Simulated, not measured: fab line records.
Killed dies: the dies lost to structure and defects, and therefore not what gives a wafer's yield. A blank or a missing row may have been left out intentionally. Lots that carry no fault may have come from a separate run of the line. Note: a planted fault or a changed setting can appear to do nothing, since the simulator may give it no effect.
The tool behind it: which one? + flow gf180mcu + 12 lots with 36 wafers sampled at 4 steps, on a route of 602 steps

## WHAT THE GAUGES SHOWED, per wafer
GF_CONTACT_THK_MEAS_26: measures by xrf.
| lot  | measured     | on            | CONTACT_W_THK (nm) |
|------|--------------|---------------|--------------------|
| L802 | day 16 06:02 | film_metro-01 | 307 307 306        |
| L803 | day 16 13:11 | film_metro-01 | 308 320 318        |
| L805 | day 17 05:20 | film_metro-02 | 313 313 314        |
| L806 | day 17 15:56 | film_metro-01 | 309 312 313        |
| L810 | day 19 06:56 | film_metro-02 | 316 322 315        |
| L811 | day 19 13:53 | film_metro-02 | 318 317 314        |
| L812 | day 19 21:49 | film_metro-04 | 310 314 314        |
| L816 | day 21 08:48 | film_metro-02 | 327 317 318        |
| L817 | day 21 17:49 | film_metro-01 | 319 323 315        |
| L818 | day 22 01:33 | film_metro-02 | 319 317 318        |
| L822 | day 23 04:15 | film_metro-02 | 327 322 324        |
| L823 | day 23 20:06 | film_metro-02 | 315 316 318        |

GF_M1_CD_MEAS_14: the cd target is 230 nm.
| lot  | measured     | on        | cd_nm (nm)        |
|------|--------------|-----------|-------------------|
| L802 | day 17 04:42 | cd_sem-02 | 228.5 227.8 228.8 |
| L803 | day 17 12:57 | cd_sem-01 | 228.9 230.0 229.5 |
| L805 | day 18 05:28 | cd_sem-02 | 229.7 230.7 229.3 |
| L806 | day 18 16:54 | cd_sem-01 | 228.2 227.3 227.1 |
| L810 | day 20 07:45 | cd_sem-01 | 230.0 231.3 230.1 |
| L811 | day 20 14:42 | cd_sem-02 | 234.0 233.9 234.1 |
| L812 | day 20 23:25 | cd_sem-02 | 230.1 229.6 230.4 |
| L816 | day 22 09:07 | cd_sem-01 | 235.8 234.1 234.8 |
| L817 | day 22 17:52 | cd_sem-02 | 233.6 233.2 233.6 |
| L818 | day 23 00:42 | cd_sem-01 | 233.3 232.6 233.5 |
| L822 | day 24 03:46 | cd_sem-02 | 228.4 228.8 227.5 |
| L823 | day 24 18:31 | cd_sem-01 | 229.0 230.6 230.6 |

## TOOL THAT RAN EACH LOT (tool first, then ch and the chambers of the sampled wafers, then the start)
| lot  | GF_M1_SPUTTER_01             | GF_M1_EXPOSE_11                   |
|------|------------------------------|-----------------------------------|
| L802 | pvd_sputter-04, day 16 06:30 | krf_scanner-02 ch 0, day 16 17:50 |
| L803 | pvd_sputter-03, day 16 13:39 | krf_scanner-01 ch 0, day 17 01:17 |
| L805 | pvd_sputter-03, day 17 05:47 | krf_scanner-02 ch 0, day 17 17:20 |
| L806 | pvd_sputter-04, day 17 16:24 | krf_scanner-01 ch 0, day 18 04:56 |
| L810 | pvd_sputter-02, day 19 07:24 | krf_scanner-02 ch 0, day 19 19:57 |
| L811 | pvd_sputter-04, day 19 14:20 | krf_scanner-02 ch 0, day 20 02:30 |
| L812 | pvd_sputter-04, day 19 22:16 | krf_scanner-01 ch 0, day 20 10:42 |
| L816 | pvd_sputter-02, day 21 09:15 | krf_scanner-02 ch 0, day 21 21:14 |
| L817 | pvd_sputter-03, day 21 18:14 | krf_scanner-02 ch 0, day 22 06:07 |
| L818 | pvd_sputter-04, day 22 02:01 | krf_scanner-02 ch 0, day 22 13:42 |
| L822 | pvd_sputter-04, day 23 04:42 | krf_scanner-01 ch 0, day 23 16:44 |
| L823 | pvd_sputter-04, day 23 20:33 | krf_scanner-01 ch 0, day 24 08:10 |
- GF_M1_SPUTTER_01: material TiN, target thk 30 nm, time 25 s.
- GF_M1_EXPOSE_11: exposes mask Metal1, target cd 230 nm.

## AS READ BY THE TOOLS THEMSELVES (means over the sampled wafers that have a number; for cases with no such wafer, the mark the record gives instead)
GF_M1_SPUTTER_01.
| lot  | tool           | throttle_valve_pct (%) |
|------|----------------|------------------------|
| L802 | pvd_sputter-04 | 29.0                   |
| L803 | pvd_sputter-03 | 29.7                   |
| L805 | pvd_sputter-03 | 30.5                   |
| L806 | pvd_sputter-04 | 28.9                   |
| L810 | pvd_sputter-02 | 29.5                   |
| L811 | pvd_sputter-04 | 28.4                   |
| L812 | pvd_sputter-04 | 29.1                   |
| L816 | pvd_sputter-02 | 29.5                   |
| L817 | pvd_sputter-03 | 30.5                   |
| L818 | pvd_sputter-04 | 28.8                   |
| L822 | pvd_sputter-04 | 29.0                   |
| L823 | pvd_sputter-04 | 29.5                   |

GF_M1_EXPOSE_11.
| lot  | tool           | exposure_dose_mJ_cm2 |
|------|----------------|----------------------|
| L802 | krf_scanner-02 | 28.02                |
| L803 | krf_scanner-01 | 28.02                |
| L805 | krf_scanner-02 | 27.99                |
| L806 | krf_scanner-01 | 27.97                |
| L810 | krf_scanner-02 | 27.95                |
| L811 | krf_scanner-02 | 27.03                |
| L812 | krf_scanner-01 | 27.96                |
| L816 | krf_scanner-02 | 27.20                |
| L817 | krf_scanner-02 | 27.25                |
| L818 | krf_scanner-02 | 27.39                |
| L822 | krf_scanner-01 | 27.96                |
| L823 | krf_scanner-01 | 27.92                |

## THE ANSWER, worked out from the rows above alone
Rule: what is usual is taken from the lots themselves. The widest of any qualifying gaps counts: lots, ordered by their means at a reading, are off when they make up no more than a third of the lots, leave a main group of 4 or more, and stand apart from it by 3 or more times the standard deviation of that group's means. If all means in a main group match to the digits the tables above print for the reading, that group is not used. Also off: a lot with no number at a reading for which 4 or more lots have one. The other lots that the step has rows for count as sound. First the gauges in route order, then the tools' own readings, where a lot's mean is used as printed above. At the first step where some lot is off, the reading lying furthest off is the one used; lots without a number count as furthest.
Off: L811, L816, L817, L818 (GF_M1_EXPOSE_11, exposure_dose_mJ_cm2). The main group: mean 27.97, standard deviation 0.032.
A tool fits if, at that step or a process step before it, it ran every lot that is off, and no sound lot after the first of them. One candidate fits, namely krf_scanner-02 at GF_M1_EXPOSE_11. A fault onset in the window from L810 (day 19 19:57, its last sound lot) to L811 (day 20 02:30, its first lot off) fits.
On the lots that are off, the tool's own readings at GF_M1_EXPOSE_11 differ by more than 5 times the standard deviation of the sound lots' means, which bears it out; exposure_dose_mJ_cm2 reads 27.22 there versus 27.97 on the sound lots.

## WHAT THE SIMULATOR PUT IN
Process parameter drift: krf_scanner-02, from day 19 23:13 on, at GF_M1_EXPOSE_11. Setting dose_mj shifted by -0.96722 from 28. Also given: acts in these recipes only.
Shown lots that were struck: L811, L816, L817, L818. The rule above reached the same finding.
